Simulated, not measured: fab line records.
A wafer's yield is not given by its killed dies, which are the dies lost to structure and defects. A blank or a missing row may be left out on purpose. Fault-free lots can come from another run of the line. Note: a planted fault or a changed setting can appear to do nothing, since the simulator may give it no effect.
Matching of chambers    flow sky130    4 sister chambers for SKY_LI_CONTACT_CMP_24 on cmp-02
The step polishes, stops on PSG, t overpolish 20 s, target thk 0 nm. 8 wafers are shown with their chamber, then 8 later ones without.

WAFERS, EACH WITH ITS CHAMBER
wafer   chamber  motor-current-A (A)  time-to-endpoint-s (s)
L835.2  2        14.0                 92
L839.2  3        11.4                 99
L839.4  2        14.2                 96
L839.5  0        11.4                 96
L844.3  3        12.0                 97
L844.4  1        12.7                 97
L844.6  1        12.2                 95
L845.3  0        11.6                 94

WAFERS WHOSE CHAMBER IS MISSING
wafer   motor-current-A (A)  time-to-endpoint-s (s)
L845.5  14.0                 96
L845.6  12.9                 101
L847.1  12.8                 93
L847.2  12.1                 99
L847.4  12.2                 93
L851.3  12.1                 99
L851.4  13.9                 99
L851.5  13.7                 98

WHICH CHAMBER EACH WENT THROUGH
wafer   from the rows above           in truth
L845.5  2                             2
L845.6  can't be placed: 1 or 3       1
L847.1  1                             1
L847.2  can't be placed: 3 or 1 or 0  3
L847.4  can't be placed: 1 or 0 or 3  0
L851.3  can't be placed: 3 or 1 or 0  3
L851.4  2                             2
L851.5  can't be placed: 2 or 1       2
Correct placement for 3 of the 8. These rows do not allow placing 5 (true chamber among the candidates in 5). Placed wrongly: 0.
How it was worked out, from the rows above alone: a wafer's distance from a chamber is the root of the sum, over the readings, of the square of ((its reading less the chamber's mean) divided by the reading's scatter). The wafer belongs to the nearest chamber; if the next one is less than 2 further off, it can't be placed. The mean given for a chamber averages the wafers shown for that chamber. The scatter: the root of (the sum of the squares of (reading less its chamber's mean) over the shown wafers, divided by (wafers less chambers)).
